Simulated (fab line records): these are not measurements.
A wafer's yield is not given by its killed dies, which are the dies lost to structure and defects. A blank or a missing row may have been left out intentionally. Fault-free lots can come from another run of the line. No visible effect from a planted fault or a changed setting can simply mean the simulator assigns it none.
Matching of chambers | flow gf180mcu | 4 sister chambers for GF_V2_CMP_26 on cmp-01
The step polishes, stops on SiO2, t overpolish 15 s, target thk 0 nm. 4 wafers are shown with their chamber, then 12 later ones without.

## EACH WAFER AND ITS CHAMBER
wafer  | chamber | motor current A (A)
L085.6 | 3       | 10.3
L087.1 | 0       | 10.2
L087.3 | 1       | 11.2
L087.4 | 2       | 12.6

## WAFERS MISSING THEIR CHAMBER
wafer  | motor current A (A)
L090.2 | 11.2
L090.3 | 12.8
L090.5 | 11.8
L091.4 | 12.6
L091.5 | 12.1
L091.6 | 12.7
L092.2 | 10.0
L092.3 | 9.3
L092.6 | 10.2
L094.3 | 11.5
L094.4 | 12.4
L094.6 | 11.1

## WHICH CHAMBER EACH WENT THROUGH
wafer  | from the rows above     | in truth
L090.2 | 1                       | 1
L090.3 | 2                       | 2
L090.5 | can't be placed: 1 or 2 | 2
L091.4 | 2                       | 2
L091.5 | can't be placed: 2 or 1 | 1
L091.6 | 2                       | 2
L092.2 | can't be placed: 0 or 3 | 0
L092.3 | can't be placed: 0 or 3 | 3
L092.6 | can't be placed: 0 or 3 | 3
L094.3 | 1                       | 1
L094.4 | 2                       | 2
L094.6 | can't be placed: 1 or 3 | 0
Correctly placed: 6 of 12. From these rows, 6 cannot be placed; in 5 the true chamber is one of the candidates. 0 placed wrongly.
How it was worked out, from the rows above alone: a wafer's distance from a chamber is the root of the sum, over the readings, of the square of ((its reading less the chamber's mean) divided by the reading's scatter). The wafer belongs to the nearest chamber; if the next one is less than 2 further off, it can't be placed. Each chamber's mean is taken over the wafers shown for it. The scatter: root of mean squared gap, hidden wafer to nearest shown wafer, with one shown wafer a chamber.
